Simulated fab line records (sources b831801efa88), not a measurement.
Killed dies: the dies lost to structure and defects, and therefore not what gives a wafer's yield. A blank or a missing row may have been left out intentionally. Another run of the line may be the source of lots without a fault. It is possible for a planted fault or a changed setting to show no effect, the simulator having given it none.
Split-lot study / flow sky130 / 5 lots, 23 wafers read, on a route of 708 steps

ON THE SPLIT
At SKY_METAL4_SPUTTER_02 (material AlCu, target thk 735 nm, time 39.1 s), the setting time s was moved away from the recipe's 39.1 s on 5 of the 23 wafers read, by -11.4% to +4.8%. For the rest of the wafers, this setting stayed at what the recipe calls for.

FROM THE SPLIT TO THE READING: what the file shows between them, 3 steps
- SKY_CAP2M_COAT_07: resist thk 1140 nm (also split here: spin rpm)
- SKY_CAP2M_METAL_ETCH_13: etches TiN in Cl2/BCl3, stops on SiO2, target depth 220 nm, time 62.9 s (also split here: pressure mtorr)
- SKY_CAP2M_STRIP_14: strips in O2/N2

THE READING
oes product au, in a.u., at SKY_METAL4_METAL_ETCH_18 (etches the open film in Cl2/BCl3, stops on SiO2, target depth 845 nm, time 183.1 s). A value of 0.867 a.u. with a standard deviation of 0.0061 a.u. is what fault-free wafers of this fab line usually give.

wafer=L075.1; tool, chamber at the split=pvd sputter-04, -; time s as run, s=34.64; against the recipe=-11.4%; oes product au, a.u.=0.814; against lot-mates on the recipe=-0.051
wafer=L075.2; tool, chamber at the split=pvd sputter-04, -; time s as run, s=34.64; against the recipe=-11.4%; oes product au, a.u.=0.825; against lot-mates on the recipe=-0.040
wafer=L075.4; tool, chamber at the split=pvd sputter-04, -; time s as run, s=34.64; against the recipe=-11.4%; oes product au, a.u.=0.820; against lot-mates on the recipe=-0.045
wafer=L075.5; tool, chamber at the split=pvd sputter-04, -; time s as run, s=39.1; against the recipe=recipe; oes product au, a.u.=0.869; against lot-mates on the recipe=-
wafer=L075.6; tool, chamber at the split=pvd sputter-04, -; time s as run, s=39.1; against the recipe=recipe; oes product au, a.u.=0.861; against lot-mates on the recipe=-
wafer=L078.1; tool, chamber at the split=pvd sputter-04, -; time s as run, s=39.1; against the recipe=recipe; oes product au, a.u.=0.872; against lot-mates on the recipe=-
wafer=L078.4; tool, chamber at the split=pvd sputter-04, -; time s as run, s=39.1; against the recipe=recipe; oes product au, a.u.=0.860; against lot-mates on the recipe=-
wafer=L078.6; tool, chamber at the split=pvd sputter-04, -; time s as run, s=39.1; against the recipe=recipe; oes product au, a.u.=0.870; against lot-mates on the recipe=-
wafer=L079.1; tool, chamber at the split=pvd sputter-01, -; time s as run, s=39.1; against the recipe=recipe; oes product au, a.u.=0.868; against lot-mates on the recipe=-
wafer=L079.3; tool, chamber at the split=pvd sputter-01, -; time s as run, s=39.1; against the recipe=recipe; oes product au, a.u.=0.873; against lot-mates on the recipe=-
wafer=L079.4; tool, chamber at the split=pvd sputter-01, -; time s as run, s=39.1; against the recipe=recipe; oes product au, a.u.=0.866; against lot-mates on the recipe=-
wafer=L079.5; tool, chamber at the split=pvd sputter-01, -; time s as run, s=40.96; against the recipe=+4.8%; oes product au, a.u.=0.892; against lot-mates on the recipe=+0.023
wafer=L079.6; tool, chamber at the split=pvd sputter-01, -; time s as run, s=40.96; against the recipe=+4.8%; oes product au, a.u.=0.889; against lot-mates on the recipe=+0.020
wafer=L084.1; tool, chamber at the split=pvd sputter-01, -; time s as run, s=39.1; against the recipe=recipe; oes product au, a.u.=0.864; against lot-mates on the recipe=-
wafer=L084.3; tool, chamber at the split=pvd sputter-01, -; time s as run, s=39.1; against the recipe=recipe; oes product au, a.u.=0.861; against lot-mates on the recipe=-
wafer=L084.4; tool, chamber at the split=pvd sputter-01, -; time s as run, s=39.1; against the recipe=recipe; oes product au, a.u.=0.868; against lot-mates on the recipe=-
wafer=L084.5; tool, chamber at the split=pvd sputter-01, -; time s as run, s=39.1; against the recipe=recipe; oes product au, a.u.=0.870; against lot-mates on the recipe=-
wafer=L084.6; tool, chamber at the split=pvd sputter-01, -; time s as run, s=39.1; against the recipe=recipe; oes product au, a.u.=0.862; against lot-mates on the recipe=-
wafer=L085.1; tool, chamber at the split=pvd sputter-01, -; time s as run, s=39.1; against the recipe=recipe; oes product au, a.u.=0.863; against lot-mates on the recipe=-
wafer=L085.2; tool, chamber at the split=pvd sputter-01, -; time s as run, s=39.1; against the recipe=recipe; oes product au, a.u.=0.861; against lot-mates on the recipe=-
wafer=L085.3; tool, chamber at the split=pvd sputter-01, -; time s as run, s=39.1; against the recipe=recipe; oes product au, a.u.=0.865; against lot-mates on the recipe=-
wafer=L085.4; tool, chamber at the split=pvd sputter-01, -; time s as run, s=39.1; against the recipe=recipe; oes product au, a.u.=0.870; against lot-mates on the recipe=-
wafer=L085.6; tool, chamber at the split=pvd sputter-01, -; time s as run, s=39.1; against the recipe=recipe; oes product au, a.u.=0.862; against lot-mates on the recipe=-

THE FIT
A straight line over all 23 wafers: oes product au changes by +0.0042 a.u. for each +1% of time s; r = +0.97; the points scatter about the line by 0.0044 a.u.
The same after taking each lot's own level away (the mean of its wafers on the recipe; 23 wafers): +0.00405 a.u. for each +1%; r = +0.98; scatter 0.0039 a.u.
According to that fit, moving time s by its largest amount changes the reading by 0.046 a.u.
The lots' own levels span 0.8642 to 0.8690 a.u., that is 0.8 times the standard deviation above.
Consequently the slope shifts little with the lot-to-lot level, the two slopes agreeing.
Check: for one of the wafers moved furthest among these (-11.4%), held out of the fit, the line's prediction against its lot-mates is -0.0436 a.u. It came out at -0.051 a.u. against them.

THESE WAFERS: OTHER SPLITS
Note: prior to the reading, these wafers also went through further splits. Each is held against what the fit with the lots' levels taken away leaves over:
other split on the same wafers=SKY_VIA3_HDPCVD_00 time s; wafers away from the commonest value=9; r with oes product au (lot level and that fit taken away)=+0.20
other split on the same wafers=SKY_VIA3_CMP_02 leave above ref nm; wafers away from the commonest value=8; r with oes product au (lot level and that fit taken away)=+0.12
other split on the same wafers=SKY_VIA3_STRIP_16 pressure mtorr; wafers away from the commonest value=10; r with oes product au (lot level and that fit taken away)=-0.03
other split on the same wafers=SKY_METAL4_SPUTTER_00 power w; wafers away from the commonest value=11; r with oes product au (lot level and that fit taken away)=+0.23
other split on the same wafers=SKY_CAP2M_COAT_07 spin rpm; wafers away from the commonest value=8; r with oes product au (lot level and that fit taken away)=+0.05
other split on the same wafers=SKY_CAP2M_METAL_ETCH_13 pressure mtorr; wafers away from the commonest value=10; r with oes product au (lot level and that fit taken away)=-0.02

THE WHOLE CHAIN: every reading that the file lists as answering this split, in the file's order
step=SKY_METAL4_SPUTTER_02; what it does=material AlCu, target thk 735 nm, time 39.1 s; reading=AlCu_of_METAL4_SPUTTER_02.thk nm (the simulator's own value, which no gauge read); change (the file's fit)=+6.93 nm for each +1% of the setting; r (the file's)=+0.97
step=SKY_METAL4_METAL_ETCH_18; what it does=etches the open film in Cl2/BCl3, stops on SiO2, target depth 845 nm, time 183.1 s; reading=oes product au; change (the file's fit)=+0.00403 a.u. for each +1% of the setting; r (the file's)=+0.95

FILE'S OWN FIT
oes product au changes by +0.00403 a.u. for each +1% of time s, r = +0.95.
